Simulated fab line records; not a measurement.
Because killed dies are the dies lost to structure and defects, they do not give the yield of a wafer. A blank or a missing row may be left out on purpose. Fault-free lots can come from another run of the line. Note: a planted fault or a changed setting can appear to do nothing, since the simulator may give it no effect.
What tool caused it? ; flow sky130 ; 21 wafers sampled from 7 lots at 1 step of a route of 708

## WHAT THE GAUGES READ, wafer by wafer
SKY_VT_ADJUST_HVTR_OVL_MEAS_08.
lot;measured;on;VT_ADJUST_HVTR_OVL (nm)
L279;day 10 13:22;overlay-01;2.3 2.7 2.8
L282;day 11 11:40;overlay-02;-1.6 0.5 0.3
L284;day 11 22:44;overlay-02;-0.8 -0.6 0.7
L288;day 13 06:10;overlay-01;1.8 2.2 1.0
L292;day 14 11:04;overlay-01;0.4 1.5 0.7
L294;day 15 02:10;overlay-01;-2.4 0.4 -2.5
L299;day 16 15:17;overlay-01;-1.8 1.2 2.2

## WHAT TOOL EACH LOT RAN ON (gives the tool, then ch and the chambers of the sampled wafers, and finally the start)
The record shows no process step preceding these readings.

## THE ANSWER, worked out from the rows above alone
Rule: usual is defined by the lots themselves. The widest of any qualifying gaps counts: lots, ordered by their means at a reading, are off when they make up no more than a third of the lots, leave a main group of 4 or more, and stand apart from it by 3 or more times the standard deviation of that group's means. Not used: any main group whose means are identical at the precision the tables above print for the reading. Also off: a lot with no number at a reading for which 4 or more lots have one. The other lots that the step has rows for count as sound.
No lot is off at any reading shown: from this, nothing can be told.

## WHAT HAD BEEN PUT IN BY THE SIMULATOR
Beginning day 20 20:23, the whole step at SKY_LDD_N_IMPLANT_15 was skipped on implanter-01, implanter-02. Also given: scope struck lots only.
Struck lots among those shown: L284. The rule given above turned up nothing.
